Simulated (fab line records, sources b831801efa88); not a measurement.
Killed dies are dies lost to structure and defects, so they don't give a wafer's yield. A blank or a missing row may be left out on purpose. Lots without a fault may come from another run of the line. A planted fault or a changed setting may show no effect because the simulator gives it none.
Which tool did it? | flow sky130 | 12 lots, 36 wafers sampled, at 1 step of a route of 708

WHAT THE GAUGES READ, wafer by wafer
SKY_LI_CONTACT_OVL_MEAS_13. Usual: LI_CONTACT_OVL 0 nm, standard deviation 5.6.
lot  | measured     | on         | LI_CONTACT_OVL (nm) | flag
L314 | day 28 22:43 | overlay-02 | -6 1 -4             |
L316 | day 29 22:28 | overlay-01 | 4 2 7               |
L317 | day 30 04:52 | overlay-01 | -1 -5 -3            |
L318 | day 30 14:05 | overlay-01 | 1 1 -1              |
L323 | day 32 08:07 | overlay-01 | 1 -2 -3             |
L327 | day 33 10:22 | overlay-02 | -1 4 1              |
L329 | day 33 22:34 | overlay-02 | 3 -4 4              |
L332 | day 34 22:50 | overlay-01 | 12 11 11            |
L334 | day 35 13:37 | overlay-01 | -4 0 2              |
L335 | day 35 19:02 | overlay-02 | 0 -5 0              |
L336 | day 36 03:58 | overlay-02 | 2 5 8               |
L337 | day 36 05:43 | overlay-02 | -3 3 5              |

WHICH TOOL RAN EACH LOT (tool, then ch and the chambers of the sampled wafers, then the start)
The record holds no process step before these readings.

WHAT THE TOOLS THEMSELVES READ (means of the sampled wafers that have a number; where no wafer has one, the mark that the record gives instead)
The record holds no such reading with a usual standard deviation.

THE ANSWER, worked out from the rows above alone
Rule: a lot is off if the mean of its wafers that have a number lies more than 3 standard deviations from the usual mean. A lot without any number at a reading at which 4 lots or more have one is off too. The other lots that the step has rows for count as sound. The gauges are gone through in route order, then the tools' own readings, and for those a lot's mean is taken as printed above. The first step at which some lot is off is used, and at that step the reading that is off furthest; a lot without a number counts as furthest.
No lot is off at any reading shown: from this, nothing can be told.

WHAT THE SIMULATOR HAD PUT IN
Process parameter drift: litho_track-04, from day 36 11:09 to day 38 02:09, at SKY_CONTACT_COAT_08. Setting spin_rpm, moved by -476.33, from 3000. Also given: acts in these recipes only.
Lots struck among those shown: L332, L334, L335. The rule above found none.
